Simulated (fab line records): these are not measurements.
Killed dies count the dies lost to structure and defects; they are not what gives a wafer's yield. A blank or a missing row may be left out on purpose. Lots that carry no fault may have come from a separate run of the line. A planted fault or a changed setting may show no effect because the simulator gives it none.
Which tool is to blame? || flow sky130 || 33 wafers from 11 lots sampled at 2 of the route's 708 steps

WHAT THE GAUGES SHOWED, per wafer
SKY_NWELL_OVL_MEAS_10. Usual: for NWELL_00_OVL the level is 0.6 nm and the standard deviation is 1.5.
{"lot": "L146", "measured": "day 5 02:56", "on": "overlay-02", "NWELL_00_OVL (nm)": "2.1 2.7 2.2", "flag": ""}
{"lot": "L148", "measured": "day 5 14:24", "on": "overlay-01", "NWELL_00_OVL (nm)": "2.8 0.1 0.8", "flag": ""}
{"lot": "L151", "measured": "day 6 12:40", "on": "overlay-02", "NWELL_00_OVL (nm)": "0.9 -0.5 -1.3", "flag": ""}
{"lot": "L152", "measured": "day 6 18:46", "on": "overlay-01", "NWELL_00_OVL (nm)": "0.4 1.5 1.3", "flag": ""}
{"lot": "L158", "measured": "day 8 02:23", "on": "overlay-01", "NWELL_00_OVL (nm)": "-0.6 0.3 0.7", "flag": ""}
{"lot": "L159", "measured": "day 8 06:11", "on": "overlay-01", "NWELL_00_OVL (nm)": "0.6 2.5 2.3", "flag": ""}
{"lot": "L161", "measured": "day 8 18:55", "on": "overlay-02", "NWELL_00_OVL (nm)": "2.8 1.5 2.5", "flag": ""}
{"lot": "L165", "measured": "day 9 18:35", "on": "overlay-01", "NWELL_00_OVL (nm)": "0.2 0.8 2.0", "flag": ""}
{"lot": "L166", "measured": "day 10 01:21", "on": "overlay-02", "NWELL_00_OVL (nm)": "2.2 0.4 1.3", "flag": ""}
{"lot": "L167", "measured": "day 10 03:32", "on": "overlay-02", "NWELL_00_OVL (nm)": "-0.7 1.9 0.2", "flag": ""}
{"lot": "L168", "measured": "day 10 11:20", "on": "overlay-01", "NWELL_00_OVL (nm)": "-1.0 -1.6 -2.4", "flag": ""}

EACH LOT AND THE TOOL THAT RAN IT (in order: tool; ch and the chambers of the sampled wafers; start)
{"lot": "L146", "SKY_FIELD_ISO_ETCH_14": "rie_diel-04 ch 1,2,3, day 2 11:01"}
{"lot": "L148", "SKY_FIELD_ISO_ETCH_14": "rie_diel-03 ch 1,2, day 2 23:22"}
{"lot": "L151", "SKY_FIELD_ISO_ETCH_14": "rie_diel-04 ch 1,2, day 3 13:14"}
{"lot": "L152", "SKY_FIELD_ISO_ETCH_14": "rie_diel-01 ch 0,2, day 3 19:47"}
{"lot": "L158", "SKY_FIELD_ISO_ETCH_14": "rie_diel-03 ch 0,1,2, day 5 02:46"}
{"lot": "L159", "SKY_FIELD_ISO_ETCH_14": "rie_diel-03 ch 0,1,2, day 5 07:13"}
{"lot": "L161", "SKY_FIELD_ISO_ETCH_14": "rie_diel-03 ch 0,1,3, day 5 17:23"}
{"lot": "L165", "SKY_FIELD_ISO_ETCH_14": "rie_diel-04 ch 1,3, day 6 14:41"}
{"lot": "L166", "SKY_FIELD_ISO_ETCH_14": "rie_diel-04 ch 0,3, day 6 19:50"}
{"lot": "L167", "SKY_FIELD_ISO_ETCH_14": "rie_diel-01 ch 0,2,3, day 7 01:10"}
{"lot": "L168", "SKY_FIELD_ISO_ETCH_14": "rie_diel-03 ch 1,2, day 7 06:01"}
- SKY_FIELD_ISO_ETCH_14: etches BARC in N2/H2, stops on SiO2, time 45.9 s, target depth 60 nm.

AS READ BY THE TOOLS THEMSELVES (means over the sampled wafers that have a number; for cases with no such wafer, the mark the record gives instead)
SKY_FIELD_ISO_ETCH_14. Usual: drypump_motor_current_A 5.7 A, standard deviation 0.5; oes_product_au 0.855 a.u., standard deviation 0.0049; throttle_valve_pct 13.225 %, standard deviation 0.0085.
{"lot": "L146", "tool": "rie_diel-04", "drypump_motor_current_A (A)": 5.7, "oes_product_au (a.u.)": 0.855, "throttle_valve_pct (%)": 13.226, "flag": ""}
{"lot": "L148", "tool": "rie_diel-03", "drypump_motor_current_A (A)": 5.0, "oes_product_au (a.u.)": 0.853, "throttle_valve_pct (%)": 13.211, "flag": ""}
{"lot": "L151", "tool": "rie_diel-04", "drypump_motor_current_A (A)": 5.8, "oes_product_au (a.u.)": 0.855, "throttle_valve_pct (%)": 13.227, "flag": ""}
{"lot": "L152", "tool": "rie_diel-01", "drypump_motor_current_A (A)": 6.0, "oes_product_au (a.u.)": 0.856, "throttle_valve_pct (%)": 13.219, "flag": ""}
{"lot": "L158", "tool": "rie_diel-03", "drypump_motor_current_A (A)": 5.4, "oes_product_au (a.u.)": 0.851, "throttle_valve_pct (%)": 13.229, "flag": ""}
{"lot": "L159", "tool": "rie_diel-03", "drypump_motor_current_A (A)": 5.4, "oes_product_au (a.u.)": 0.856, "throttle_valve_pct (%)": 13.224, "flag": ""}
{"lot": "L161", "tool": "rie_diel-03", "drypump_motor_current_A (A)": 5.7, "oes_product_au (a.u.)": 0.853, "throttle_valve_pct (%)": 13.225, "flag": ""}
{"lot": "L165", "tool": "rie_diel-04", "drypump_motor_current_A (A)": 6.0, "oes_product_au (a.u.)": 0.853, "throttle_valve_pct (%)": 13.227, "flag": ""}
{"lot": "L166", "tool": "rie_diel-04", "drypump_motor_current_A (A)": 5.7, "oes_product_au (a.u.)": 0.852, "throttle_valve_pct (%)": 13.233, "flag": ""}
{"lot": "L167", "tool": "rie_diel-01", "drypump_motor_current_A (A)": 6.1, "oes_product_au (a.u.)": 0.853, "throttle_valve_pct (%)": 13.229, "flag": ""}
{"lot": "L168", "tool": "rie_diel-03", "drypump_motor_current_A (A)": 5.1, "oes_product_au (a.u.)": 0.849, "throttle_valve_pct (%)": 13.221, "flag": ""}

THE ANSWER, worked out from the rows above alone
Rule: lot off if the mean of its wafers having a number is beyond 3 standard deviations from the usual mean. A lot without any number at a reading at which 4 lots or more have one is off too. The other lots that the step has rows for count as sound. First the gauges in route order, then the tools' own readings, where a lot's mean is used as printed above. At the first step where some lot is off, the reading lying furthest off is the one used; lots without a number count as furthest.
No lot is off at any reading shown: from this, nothing can be told.

WHAT HAD BEEN PUT IN BY THE SIMULATOR
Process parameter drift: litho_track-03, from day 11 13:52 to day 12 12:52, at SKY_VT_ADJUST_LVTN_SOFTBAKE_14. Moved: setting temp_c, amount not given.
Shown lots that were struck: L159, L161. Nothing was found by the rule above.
